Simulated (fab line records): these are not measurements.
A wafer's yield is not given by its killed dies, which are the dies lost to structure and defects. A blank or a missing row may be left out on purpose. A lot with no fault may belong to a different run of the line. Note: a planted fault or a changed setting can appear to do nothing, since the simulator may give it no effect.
The tool behind it: which one? / flow gf180mcu / 10 lots, 30 wafers sampled, at 5 steps of a route of 602

## WHAT THE GAUGES READ, wafer by wafer
GF_DNWELL_TW_MEAS_09. Usual: DNWELL_TW gives 1348 (standard deviation 15).
lot=L826; measured=day 2 19:49; on=film metro-04; DNWELL_TW=1343 1345 1350; flag=
lot=L827; measured=day 3 00:25; on=film metro-02; DNWELL_TW=1332 1335 1334; flag=
lot=L828; measured=day 3 04:17; on=film metro-01; DNWELL_TW=1367 1372 1371; flag=
lot=L829; measured=day 3 10:58; on=film metro-04; DNWELL_TW=1351 1345 1345; flag=
lot=L830; measured=day 3 14:34; on=film metro-02; DNWELL_TW=1333 1336 1336; flag=
lot=L831; measured=day 3 21:58; on=film metro-01; DNWELL_TW=1362 1354 1369; flag=
lot=L834; measured=day 4 11:46; on=film metro-01; DNWELL_TW=1369 1363 1362; flag=
lot=L838; measured=day 5 09:38; on=film metro-01; DNWELL_TW=2563 2563 2567; flag=OFF
lot=L839; measured=day 5 13:56; on=film metro-01; DNWELL_TW=2565 2572 2574; flag=OFF
lot=L840; measured=day 5 19:10; on=film metro-04; DNWELL_TW=2537 2522 2544; flag=OFF

GF_PSD_OVL_MEAS_08. Usual: PSD_OVL gives 0.1 nm (standard deviation 1.5).
lot=L826; measured=day 14 06:23; on=overlay-02; PSD_OVL (nm)=0.4 2.4 0.2; flag=
lot=L827; measured=day 14 15:35; on=overlay-01; PSD_OVL (nm)=-1.5 -2.7 -2.1; flag=
lot=L828; measured=day 14 19:41; on=overlay-01; PSD_OVL (nm)=-1.9 -2.0 0.3; flag=
lot=L829; measured=day 15 06:29; on=overlay-02; PSD_OVL (nm)=0.1 0.7 -1.7; flag=
lot=L830; measured=day 15 11:41; on=overlay-02; PSD_OVL (nm)=-1.0 -1.5 -3.1; flag=
lot=L831; measured=day 16 00:50; on=overlay-01; PSD_OVL (nm)=0.0 0.2 1.1; flag=
lot=L834; measured=day 17 01:56; on=overlay-01; PSD_OVL (nm)=-1.6 -1.6 -1.5; flag=
lot=L838; measured=day 18 14:23; on=overlay-01; PSD_OVL (nm)=-0.2 0.3 0.0; flag=
lot=L839; measured=day 18 17:56; on=overlay-01; PSD_OVL (nm)=2.3 2.5 1.0; flag=
lot=L840; measured=day 19 05:10; on=overlay-02; PSD_OVL (nm)=-1.6 0.2 -3.2; flag=

GF_CONTACT_CD_MEAS_14: target cd 220 nm. Usual: cd nm reads 220.5 nm (standard deviation 1.2).
lot=L826; measured=day 16 04:22; on=cd sem-02; cd nm (nm)=220.0 221.0 220.1; flag=
lot=L827; measured=day 16 14:53; on=cd sem-01; cd nm (nm)=220.0 220.1 222.1; flag=
lot=L828; measured=day 16 19:28; on=cd sem-01; cd nm (nm)=223.1 221.6 222.5; flag=
lot=L829; measured=day 17 06:40; on=cd sem-01; cd nm (nm)=218.2 218.7 218.2; flag=
lot=L830; measured=day 17 11:25; on=cd sem-01; cd nm (nm)=221.5 219.6 219.5; flag=
lot=L831; measured=day 18 01:01; on=cd sem-02; cd nm (nm)=219.9 219.1 219.1; flag=
lot=L834; measured=day 19 04:19; on=cd sem-02; cd nm (nm)=220.0 220.2 219.9; flag=
lot=L838; measured=day 20 16:58; on=cd sem-02; cd nm (nm)=220.0 219.7 221.0; flag=
lot=L839; measured=day 20 20:16; on=cd sem-02; cd nm (nm)=220.8 221.6 220.6; flag=
lot=L840; measured=day 21 07:13; on=cd sem-01; cd nm (nm)=219.8 218.6 219.8; flag=

## EACH LOT AND THE TOOL THAT RAN IT (in order: tool; ch and the chambers of the sampled wafers; start)
lot=L826; GF_DNWELL_IMPLANT_07=implanter-03 ch 0, day 2 19:34; GF_HV_LDD_STRIP_37=plasma asher-01 ch 0,1, day 11 15:43
lot=L827; GF_DNWELL_IMPLANT_07=implanter-03 ch 0, day 3 00:10; GF_HV_LDD_STRIP_37=plasma asher-01 ch 0,1, day 11 21:17
lot=L828; GF_DNWELL_IMPLANT_07=implanter-01 ch 0, day 3 04:02; GF_HV_LDD_STRIP_37=plasma asher-02 ch 0,1, day 12 02:14
lot=L829; GF_DNWELL_IMPLANT_07=implanter-04 ch 0, day 3 10:43; GF_HV_LDD_STRIP_37=plasma asher-01 ch 0,1, day 12 12:44
lot=L830; GF_DNWELL_IMPLANT_07=implanter-01 ch 0, day 3 14:20; GF_HV_LDD_STRIP_37=plasma asher-01 ch 0,1, day 12 16:39
lot=L831; GF_DNWELL_IMPLANT_07=implanter-03 ch 0, day 3 21:43; GF_HV_LDD_STRIP_37=plasma asher-01 ch 0,1, day 13 04:25
lot=L834; GF_DNWELL_IMPLANT_07=implanter-03 ch 0, day 4 11:32; GF_HV_LDD_STRIP_37=plasma asher-02 ch 0,1, day 14 03:28
lot=L838; GF_DNWELL_IMPLANT_07=implanter-03 ch 0, day 5 09:23; GF_HV_LDD_STRIP_37=plasma asher-01 ch 0,1, day 15 12:41
lot=L839; GF_DNWELL_IMPLANT_07=implanter-01 ch 0, day 5 13:41; GF_HV_LDD_STRIP_37=plasma asher-01 ch 0,1, day 15 15:35
lot=L840; GF_DNWELL_IMPLANT_07=implanter-03 ch 0, day 5 18:53; GF_HV_LDD_STRIP_37=plasma asher-04 ch 0,1, day 16 02:40
- GF_DNWELL_IMPLANT_07
- GF_HV_LDD_STRIP_37: strips in O2/N2.

## WHAT THE TOOLS THEMSELVES READ (means of the sampled wafers that have a number; where no wafer has one, the mark that the record gives instead)
GF_HV_LDD_STRIP_37. Usual: drypump motor current A 5.4 A, standard deviation 0.75; heater power w 298 W, standard deviation 23; oes product au 0.716 a.u., standard deviation 0.0051; platen temp c 250.02 C, standard deviation 0.19; strip time to endpoint s 12.62 s, standard deviation 0.031.
lot=L826; tool=plasma asher-01; drypump motor current A (A)=5.9; heater power w (W)=315; oes product au (a.u.)=0.721; platen temp c (C)=249.97; strip time to endpoint s (s)=12.63; flag=
lot=L827; tool=plasma asher-01; drypump motor current A (A)=5.9; heater power w (W)=312; oes product au (a.u.)=0.720; platen temp c (C)=250.05; strip time to endpoint s (s)=12.57; flag=
lot=L828; tool=plasma asher-02; drypump motor current A (A)=6.0; heater power w (W)=279; oes product au (a.u.)=0.714; platen temp c (C)=249.80; strip time to endpoint s (s)=12.62; flag=
lot=L829; tool=plasma asher-01; drypump motor current A (A)=5.8; heater power w (W)=316; oes product au (a.u.)=0.714; platen temp c (C)=250.13; strip time to endpoint s (s)=12.62; flag=
lot=L830; tool=plasma asher-01; drypump motor current A (A)=5.9; heater power w (W)=318; oes product au (a.u.)=0.710; platen temp c (C)=249.89; strip time to endpoint s (s)=12.61; flag=
lot=L831; tool=plasma asher-01; drypump motor current A (A)=5.4; heater power w (W)=309; oes product au (a.u.)=0.716; platen temp c (C)=250.10; strip time to endpoint s (s)=12.60; flag=
lot=L834; tool=plasma asher-02; drypump motor current A (A)=6.0; heater power w (W)=283; oes product au (a.u.)=0.719; platen temp c (C)=250.01; strip time to endpoint s (s)=12.62; flag=
lot=L838; tool=plasma asher-01; drypump motor current A (A)=5.4; heater power w (W)=316; oes product au (a.u.)=0.718; platen temp c (C)=250.09; strip time to endpoint s (s)=12.58; flag=
lot=L839; tool=plasma asher-01; drypump motor current A (A)=5.4; heater power w (W)=310; oes product au (a.u.)=0.720; platen temp c (C)=249.87; strip time to endpoint s (s)=12.61; flag=
lot=L840; tool=plasma asher-04; drypump motor current A (A)=5.0; heater power w (W)=277; oes product au (a.u.)=0.714; platen temp c (C)=250.03; strip time to endpoint s (s)=12.62; flag=

## THE ANSWER, worked out from the rows above alone
Rule: a lot counts as off when the mean over its wafers that have a number is more than 3 standard deviations away from the usual mean. A lot without any number at a reading at which 4 lots or more have one is off too. The other lots that the step has rows for count as sound. After the gauges, taken in route order, come the tools' own readings; for these a lot's mean is taken, as printed above. At the first step where some lot is off, the reading lying furthest off is the one used; lots without a number count as furthest.
Off: L838, L839, L840, at GF_DNWELL_TW_MEAS_09 (DNWELL_TW).
A tool fits if, at a process step before that reading, it ran every lot that is off, and no sound lot after the first of them. The gauges at GF_DNWELL_TW_MEAS_09 are tried like those tools. Not one of the candidates tried fits.

## WHAT WAS PUT IN BY THE SIMULATOR
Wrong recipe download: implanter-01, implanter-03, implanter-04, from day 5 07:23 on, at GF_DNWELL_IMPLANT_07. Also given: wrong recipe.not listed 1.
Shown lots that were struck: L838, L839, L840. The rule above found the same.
